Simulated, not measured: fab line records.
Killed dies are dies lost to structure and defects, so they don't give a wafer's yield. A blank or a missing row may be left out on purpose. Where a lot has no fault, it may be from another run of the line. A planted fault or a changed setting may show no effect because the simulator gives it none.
Matching of chambers | flow sky130 | SKY_LI_CONTACT_CMP_24 on cmp-02 has 4 sister chambers
The step polishes, stops on PSG, t overpolish 20 s, target thk 0 nm. 14 wafers are shown with their chamber, then 7 later ones without.

## EACH WAFER AND ITS CHAMBER
wafer  | chamber | motor_current_A (A) | time_to_endpoint_s (s) | overpolish_run_s (s)
L300.1 | 3       | 11.0                | 100                    | 19.983
L300.4 | 2       | 11.4                | 97                     | 20.004
L300.5 | 0       | 9.2                 | 100                    | 19.991
L302.1 | 0       | 9.7                 | 102                    | 20.009
L302.2 | 3       | 11.0                | 103                    | 19.985
L302.5 | 2       | 11.1                | 96                     | 19.999
L304.1 | 3       | 11.6                | 104                    | 20.008
L304.3 | 1       | 10.6                | 91                     | 19.998
L304.4 | 2       | 11.0                | 103                    | 19.983
L305.2 | 2       | 10.9                | 101                    | 19.988
L305.3 | 0       | 9.9                 | 102                    | 20.009
L305.4 | 1       | 10.4                | 90                     | 19.993
L317.2 | 1       | 10.4                | 96                     | 19.991
L317.4 | 3       | 11.0                | 100                    | 19.987

SIGNATURES, as means of the wafers listed above
reading            | chamber 0 | chamber 1 | chamber 2 | chamber 3 | scatter within a chamber
motor_current_A    | 9.600     | 10.467    | 11.100    | 11.150    | 0.264
time_to_endpoint_s | 101.33    | 92.33     | 99.25     | 101.75    | 2.62
overpolish_run_s   | 20.00300  | 19.99400  | 19.99350  | 19.99075  | 0.00963
Rule: a wafer's distance from a chamber is the root of the sum, over the readings, of the square of ((its reading less the chamber's mean) divided by the reading's scatter). The wafer belongs to the nearest chamber; if the next one is less than 2 further off, it can't be placed. The scatter: take each reading less its chamber's mean, square it, sum over the shown wafers, divide by the number of wafers less the number of chambers, and take the root.

## WAFERS WITH NO CHAMBER GIVEN
wafer  | motor_current_A (A) | time_to_endpoint_s (s) | overpolish_run_s (s)
L317.5 | 10.6                | 104                    | 20.010
L318.1 | 10.3                | 94                     | 19.996
L318.3 | 10.9                | 97                     | 19.994
L318.4 | 11.4                | 100                    | 20.011
L320.2 | 11.2                | 97                     | 20.000
L320.4 | 9.7                 | 104                    | 19.987
L320.5 | 9.6                 | 101                    | 19.985

## EACH ONE'S CHAMBER
wafer  | from the rows above               | in truth
L317.5 | can't be placed: 3 or 2 or 0 or 1 | 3
L318.1 | 1                                 | 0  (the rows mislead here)
L318.3 | can't be placed: 2 or 3 or 1      | 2
L318.4 | can't be placed: 2 or 3           | 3
L320.2 | can't be placed: 2 or 3           | 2
L320.4 | 0                                 | 0
L320.5 | 0                                 | 0
2 of 7 placed correctly. Unplaceable from these rows: 4, with the true chamber sitting among the candidates in 4. Number placed wrongly: 1.
